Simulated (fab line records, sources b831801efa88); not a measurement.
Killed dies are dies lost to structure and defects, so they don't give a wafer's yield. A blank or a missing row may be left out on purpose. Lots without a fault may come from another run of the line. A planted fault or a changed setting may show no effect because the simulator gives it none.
Chamber matching | flow sky130 | SKY_POLY_GATE_ETCH_17 on rie_si-02: 4 sister chambers
The step etches poly-Si in HBr/Cl2, stops on SiO2, target depth 180 nm, time 70.5 s. 4 wafers are shown with their chamber, then 7 later ones without.

WAFERS WITH THEIR CHAMBER
wafer  | chamber | throttle_valve_pct (%)
L994.4 | 0       | 33.686
L994.6 | 3       | 33.680
L998.2 | 2       | 33.703
L998.5 | 1       | 33.690

WAFERS WITHOUT THEIR CHAMBER
wafer  | throttle_valve_pct (%)
L998.6 | 33.671
L999.3 | 33.675
L999.4 | 33.688
L999.6 | 33.679
L100.3 | 33.688
L100.5 | 33.680
L100.6 | 33.671

WHICH CHAMBER EACH WENT THROUGH
wafer  | from the rows above          | in truth
L998.6 | can't be placed: 3 or 0 or 1 | 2
L999.3 | can't be placed: 3 or 0 or 1 | 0
L999.4 | can't be placed: 1 or 0 or 3 | 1
L999.6 | can't be placed: 3 or 0 or 1 | 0
L100.3 | can't be placed: 1 or 0 or 3 | 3
L100.5 | can't be placed: 3 or 0 or 1 | 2
L100.6 | can't be placed: 3 or 0 or 1 | 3
Placed correctly: 0 of 7. Can't be placed from these rows: 7 (the true chamber is among the candidates in 5). Placed wrongly: 0.
How it was worked out, from the rows above alone: a wafer's distance from a chamber is the root of the sum, over the readings, of the square of ((its reading less the chamber's mean) divided by the reading's scatter). The wafer belongs to the nearest chamber; if the next one is less than 2 further off, it can't be placed. A chamber's mean is the mean of its shown wafers. The scatter: with one shown wafer a chamber, the root of the mean of the squares of how far each hidden wafer lies from its nearest shown one.
